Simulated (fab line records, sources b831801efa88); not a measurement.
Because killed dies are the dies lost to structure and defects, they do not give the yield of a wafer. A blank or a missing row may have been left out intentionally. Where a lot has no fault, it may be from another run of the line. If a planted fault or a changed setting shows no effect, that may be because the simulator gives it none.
Chamber matching :: flow gf180mcu :: GF_MIM_CVD_05 on pecvd-01: 3 sister chambers
The step deposits Si3N4, target thk 42 nm, time 29.086 s. 30 wafers are shown with their chamber, then 12 later ones without.

## WAFERS, EACH WITH ITS CHAMBER
wafer: L074.1
chamber: 1
heater-power-w (W): 781

wafer: L074.2
chamber: 2
heater-power-w (W): 683

wafer: L074.4
chamber: 2
heater-power-w (W): 712

wafer: L075.1
chamber: 1
heater-power-w (W): 739

wafer: L075.5
chamber: 1
heater-power-w (W): 706

wafer: L075.6
chamber: 0
heater-power-w (W): 675

wafer: L078.1
chamber: 1
heater-power-w (W): 795

wafer: L078.2
chamber: 0
heater-power-w (W): 601

wafer: L078.3
chamber: 2
heater-power-w (W): 710

wafer: L078.4
chamber: 0
heater-power-w (W): 575

wafer: L078.5
chamber: 1
heater-power-w (W): 817

wafer: L078.6
chamber: 2
heater-power-w (W): 716

wafer: L079.1
chamber: 1
heater-power-w (W): 757

wafer: L079.4
chamber: 2
heater-power-w (W): 605

wafer: L079.5
chamber: 1
heater-power-w (W): 755

wafer: L080.1
chamber: 0
heater-power-w (W): 569

wafer: L080.3
chamber: 2
heater-power-w (W): 641

wafer: L080.4
chamber: 2
heater-power-w (W): 643

wafer: L083.1
chamber: 2
heater-power-w (W): 691

wafer: L083.5
chamber: 1
heater-power-w (W): 810

wafer: L083.6
chamber: 2
heater-power-w (W): 688

wafer: L086.1
chamber: 0
heater-power-w (W): 613

wafer: L086.2
chamber: 2
heater-power-w (W): 680

wafer: L086.3
chamber: 1
heater-power-w (W): 784

wafer: L086.4
chamber: 0
heater-power-w (W): 615

wafer: L086.5
chamber: 2
heater-power-w (W): 705

wafer: L086.6
chamber: 1
heater-power-w (W): 775

wafer: L087.1
chamber: 0
heater-power-w (W): 602

wafer: L087.4
chamber: 1
heater-power-w (W): 824

wafer: L087.6
chamber: 2
heater-power-w (W): 693

SIGNATURES (averages over the wafers above)
reading: heater-power-w
chamber 0: 607.14
chamber 1: 776.64
chamber 2: 680.58
scatter within a chamber: 34.8
Rule: distance of a wafer from a chamber = root of the sum over the readings of ((wafer's reading minus chamber's mean) / reading's scatter) squared. If the next closest chamber is less than 2 further off than the closest, the wafer can't be placed; otherwise it belongs to the closest. The scatter: take each reading less its chamber's mean, square it, sum over the shown wafers, divide by the number of wafers less the number of chambers, and take the root.

## WAFERS WITH NO CHAMBER GIVEN
wafer: L089.2
heater-power-w (W): 629

wafer: L089.3
heater-power-w (W): 768

wafer: L089.4
heater-power-w (W): 780

wafer: L093.2
heater-power-w (W): 791

wafer: L093.4
heater-power-w (W): 603

wafer: L093.6
heater-power-w (W): 702

wafer: L094.1
heater-power-w (W): 783

wafer: L094.5
heater-power-w (W): 776

wafer: L094.6
heater-power-w (W): 686

wafer: L097.1
heater-power-w (W): 665

wafer: L097.2
heater-power-w (W): 755

wafer: L097.4
heater-power-w (W): 747

## CHAMBER TAKEN BY EACH
wafer: L089.2
from the rows above: can't be placed: 0 or 2
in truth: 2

wafer: L089.3
from the rows above: 1
in truth: 1

wafer: L089.4
from the rows above: 1
in truth: 1

wafer: L093.2
from the rows above: 1
in truth: 1

wafer: L093.4
from the rows above: 0
in truth: 0

wafer: L093.6
from the rows above: can't be placed: 2 or 1
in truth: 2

wafer: L094.1
from the rows above: 1
in truth: 1

wafer: L094.5
from the rows above: 1
in truth: 1

wafer: L094.6
from the rows above: 2
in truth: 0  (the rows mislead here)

wafer: L097.1
from the rows above: can't be placed: 2 or 0
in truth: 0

wafer: L097.2
from the rows above: can't be placed: 1 or 2
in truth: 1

wafer: L097.4
from the rows above: can't be placed: 1 or 2
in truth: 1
6 of 12 placed correctly. Can't be placed from these rows: 5 (the true chamber is among the candidates in 5). Number placed wrongly: 1.
